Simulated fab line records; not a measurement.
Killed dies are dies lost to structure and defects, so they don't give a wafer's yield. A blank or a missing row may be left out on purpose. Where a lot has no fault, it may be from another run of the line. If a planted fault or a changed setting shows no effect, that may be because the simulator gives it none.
Which tool is to blame? + flow gf180mcu + Sampling: 13 lots, 39 wafers, 2 of 602 route steps

## WHAT EACH GAUGE READ, for each wafer
GF_MIM_THK_MEAS_06.
| lot  | measured     | on            | MIM_CVD_05_THK (nm) |
|------|--------------|---------------|---------------------|
| L540 | day 24 16:21 | film_metro-04 | 41.0 42.1 42.0      |
| L541 | day 25 01:05 | film_metro-03 | 41.2 41.2 41.3      |
| L542 | day 25 11:24 | film_metro-03 | 41.6 41.9 42.0      |
| L543 | day 25 13:59 | film_metro-03 | 40.7 40.9 42.0      |
| L544 | day 25 17:34 | film_metro-04 | 41.9 41.1 42.2      |
| L545 | day 26 00:53 | film_metro-03 | 42.5 43.6 42.9      |
| L546 | day 26 05:53 | film_metro-03 | 41.4 42.1 42.5      |
| L547 | day 27 00:22 | film_metro-01 | 41.1 41.6 42.1      |
| L548 | day 27 08:08 | film_metro-01 | 42.5 42.6 42.5      |
| L551 | day 28 03:08 | film_metro-03 | 42.1 42.3 42.1      |
| L552 | day 28 13:35 | film_metro-01 | 42.1 42.1 42.0      |
| L553 | day 28 22:57 | film_metro-01 | 41.4 41.8 42.3      |
| L559 | day 30 09:04 | film_metro-03 | 41.4 42.1 41.8      |

## TOOL THAT RAN EACH LOT (tool first, then ch and the chambers of the sampled wafers, then the start)
| lot  | GF_V4_CMP_04                  |
|------|-------------------------------|
| L540 | cmp-01 ch 1,3, day 23 16:05   |
| L541 | cmp-02 ch 0,1,3, day 24 01:17 |
| L542 | cmp-02 ch 2,3, day 24 11:44   |
| L543 | cmp-02 ch 0,2,3, day 24 14:23 |
| L544 | cmp-01 ch 0,1,2, day 24 18:34 |
| L545 | cmp-02 ch 0,1,2, day 25 02:25 |
| L546 | cmp-02 ch 1,2, day 25 07:04   |
| L547 | cmp-02 ch 0,1, day 26 01:06   |
| L548 | cmp-01 ch 1,3, day 26 09:40   |
| L551 | cmp-01 ch 1,3, day 27 04:38   |
| L552 | cmp-02 ch 0,1,3, day 27 14:46 |
| L553 | cmp-01 ch 0,2,3, day 28 00:54 |
| L559 | cmp-01 ch 0,2,3, day 29 11:56 |
- GF_V4_CMP_04: polishes SiO2.

## WHAT THE TOOLS THEMSELVES READ (means of the sampled wafers that have a number; where no wafer has one, the mark that the record gives instead)
GF_V4_CMP_04.
| lot  | tool   | motor_current_A (A) | retaining_ring_pressure_frac | time_to_endpoint_s (s) |
|------|--------|---------------------|------------------------------|------------------------|
| L540 | cmp-01 | 12.7                | 1.008                        | 86                     |
| L541 | cmp-02 | 12.3                | 1.002                        | 81                     |
| L542 | cmp-02 | 12.8                | 0.997                        | 82                     |
| L543 | cmp-02 | 12.9                | 0.997                        | 75                     |
| L544 | cmp-01 | 12.1                | 1.002                        | 77                     |
| L545 | cmp-02 | 12.2                | 0.998                        | 81                     |
| L546 | cmp-02 | 11.6                | 0.995                        | 78                     |
| L547 | cmp-02 | 11.7                | 1.003                        | 82                     |
| L548 | cmp-01 | 12.6                | 0.999                        | 80                     |
| L551 | cmp-01 | 13.2                | 1.001                        | 76                     |
| L552 | cmp-02 | 12.5                | 0.998                        | 80                     |
| L553 | cmp-01 | 11.8                | 0.999                        | 80                     |
| L559 | cmp-01 | 11.7                | 1.002                        | 76                     |

## THE ANSWER, worked out from the rows above alone
Rule: what is usual is taken from the lots themselves. Put in order of their means at a reading, lots are off if they are a third of the lots or fewer, leave a main group of 4 or more, and stand apart from it by a gap of 3 or more times the standard deviation of the main group's means; of several such gaps the widest counts. A main group whose means are all the same, to the digits that the tables above print for the reading, isn't used. A lot without any number at a reading at which 4 lots or more have one is off too. The other lots that the step has rows for count as sound. After the gauges, taken in route order, come the tools' own readings; for these a lot's mean is taken, as printed above. The first step at which some lot is off is used, and at that step the reading that is off furthest; a lot without a number counts as furthest.
Nothing can be told from this: no lot is off at any reading shown.

## WHAT HAD BEEN PUT IN BY THE SIMULATOR
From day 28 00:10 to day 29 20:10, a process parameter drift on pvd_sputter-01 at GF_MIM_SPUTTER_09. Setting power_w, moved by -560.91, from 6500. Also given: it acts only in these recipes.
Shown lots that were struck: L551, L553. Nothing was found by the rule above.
